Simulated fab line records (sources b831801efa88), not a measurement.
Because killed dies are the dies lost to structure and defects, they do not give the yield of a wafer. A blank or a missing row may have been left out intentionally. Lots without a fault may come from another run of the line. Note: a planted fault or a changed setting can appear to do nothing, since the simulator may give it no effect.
Struck lot and sound lot, side by side -- flow gf180mcu -- 32 out of 602 route steps
Sound: these wafers, L891.1, L891.3, L891.5. Wafers struck: L890.3, L890.4, L890.5. Last of all comes the cause.
Order at every step that has rows: each side's tool, ch and its chambers, its first start. Under that, the readings that differ: sound wafers -- struck wafers -- difference of the means -- sigmas: that difference in standard deviations of wafers without a fault.
alike: a reading whose means differ by less than 2 such deviations, as well as words and numbers matching on both sides. not compared: withheld readings; readings where some wafer has no value; bounds like >300 that might hide an equal value; numbers whose values overlap and for which the record gives no deviation.
The two part at a step that has a row with sigmas, a row that says differs or no value, or rows on one side only. Numbers that have no deviation but don't overlap get no sigmas and don't part them. A reading missing from all wafers of one side parts the sides only when that side holds two or more wafers.

GF_HV_LDD_TW_MEAS_23:
  sound on film metro-01, day 16 10:09; struck on film metro-04, day 15 19:17
reading,sound,struck,difference,sigmas
HV_LDD_2_TW,1059 1059 1060,1033 1033 1037,-25,-2
then, 7 steps without rows for these wafers: GF_HV_LDD_DEHYDRATE_24 (time 60 s); GF_HV_LDD_HMDS_25 (prime time 60 s); GF_HV_LDD_COAT_26 (resist thk 1000 nm); GF_HV_LDD_SOFTBAKE_27 (time 60 s); GF_HV_LDD_EXPOSE_28 (exposes mask Nplus HV AREA, target cd 400 nm); GF_HV_LDD_PEB_29; GF_HV_LDD_DEVELOP_30 (develop time 60 s).
GF_HV_LDD_CD_MEAS_31: the cd target is 400 nm.
  sound on cd sem-02, day 17 09:19; struck on cd sem-02, day 16 17:45
  alike: cd nm
GF_HV_LDD_OVL_MEAS_32:
  sound on overlay-02, day 17 09:26; struck on overlay-01, day 16 17:50
  alike: HV_LDD_02_OVL
then, 2 steps without rows for these wafers: GF_HV_LDD_IMPLANT_33; GF_HV_LDD_IMPLANT_34.
GF_HV_LDD_IMPLANT_35:
  struck on implanter-04, day 16 18:13; sound on implanter-04 ch 0, day 17 09:46
  no value came back on the struck wafers for beam energy keV, beam on s (s), faraday current uA; on the sound wafers beam energy keV reads 60.016 60.030 60.030
after that, 1 step had no rows for these wafers: GF_HV_LDD_IMPLANT_36.
GF_HV_LDD_STRIP_37: strips in O2/N2.
  sound on plasma asher-03 ch 1, day 17 10:04; struck on plasma asher-03 ch 0,1, day 16 18:30
reading,sound,struck,difference,sigmas
o2 flow sccm (sccm),3008 2999 3018,2995 2986 2989,-18,-2
  alike: drypump motor current A, heater power w, oes product au, strip time to endpoint s
  not compared: rf hours counter h
GF_HV_LDD_TW_MEAS_38:
  sound on film metro-04, day 17 10:10; struck on film metro-01, day 16 18:35
reading,sound,struck,difference,sigmas
HV_LDD_3_TW,1401 1398 1402,1312 1311 1311,-89,-6
then, 7 steps without rows for these wafers: GF_HV_LDD_DEHYDRATE_39 (time 60 s); GF_HV_LDD_HMDS_40 (prime time 60 s); GF_HV_LDD_COAT_41 (resist thk 1000 nm); GF_HV_LDD_SOFTBAKE_42 (time 60 s); GF_HV_LDD_EXPOSE_43 (exposes mask Pplus HV AREA, target cd 400 nm); GF_HV_LDD_PEB_44; GF_HV_LDD_DEVELOP_45 (develop time 60 s).
GF_HV_LDD_CD_MEAS_46: the cd target is 400 nm.
  sound on cd sem-02, day 18 09:21; struck on cd sem-02, day 17 17:23
  alike: cd nm
GF_HV_LDD_OVL_MEAS_47:
  sound on overlay-02, day 18 09:28; struck on overlay-02, day 17 17:29
  alike: HV_LDD_03_OVL
after that, 1 step had no rows for these wafers: GF_HV_LDD_IMPLANT_48.
GF_HV_LDD_STRIP_49: strips in O2/N2.
  sound on plasma asher-04 ch 0,1, day 18 09:39; struck on plasma asher-03 ch 0,1, day 17 17:41
  alike: drypump motor current A, heater power w, o2 flow sccm, oes product au, strip time to endpoint s
  not compared: rf hours counter h
GF_HV_LDD_TW_MEAS_50:
  sound on film metro-04, day 18 09:45; struck on film metro-01, day 17 17:46
reading,sound,struck,difference,sigmas
HV_LDD_4_TW,553 552 552,573 571 575,+21,+4
then, 1 step without rows for these wafers: GF_HV_LDD_CLEAN_51 (cleans in SC1/SC2, time 150 s).
GF_HV_LDD_RTA_52: time 10 s.
  sound on rtp anneal-01 ch 0, day 18 09:52; struck on rtp anneal-02 ch 0, day 17 17:53
  alike: chamber o2 ppm, lamp power pct, wafer_temp_C_max
GF_HV_LDD_RS_MEAS_53: a four-point-probe measurement.
  sound on film metro-02, day 18 09:56; struck on film metro-02, day 17 17:59
reading,sound,struck,difference,sigmas
HV_LDD_RS (ohm/sq),416.9 417.8 416.7,442.3 441.6 442.6,+25.0,+27
then, 1 step without rows for these wafers: GF_HV_LDD_CVD_54 (deposits SiO2 from TEOS, target thk 10 nm, time 75 s).

== WHERE THEY PART ==
Last at GF_HV_LDD_RS_MEAS_53 as far as this record goes, first at GF_HV_LDD_TW_MEAS_23.

WHY: the cause the simulator had injected
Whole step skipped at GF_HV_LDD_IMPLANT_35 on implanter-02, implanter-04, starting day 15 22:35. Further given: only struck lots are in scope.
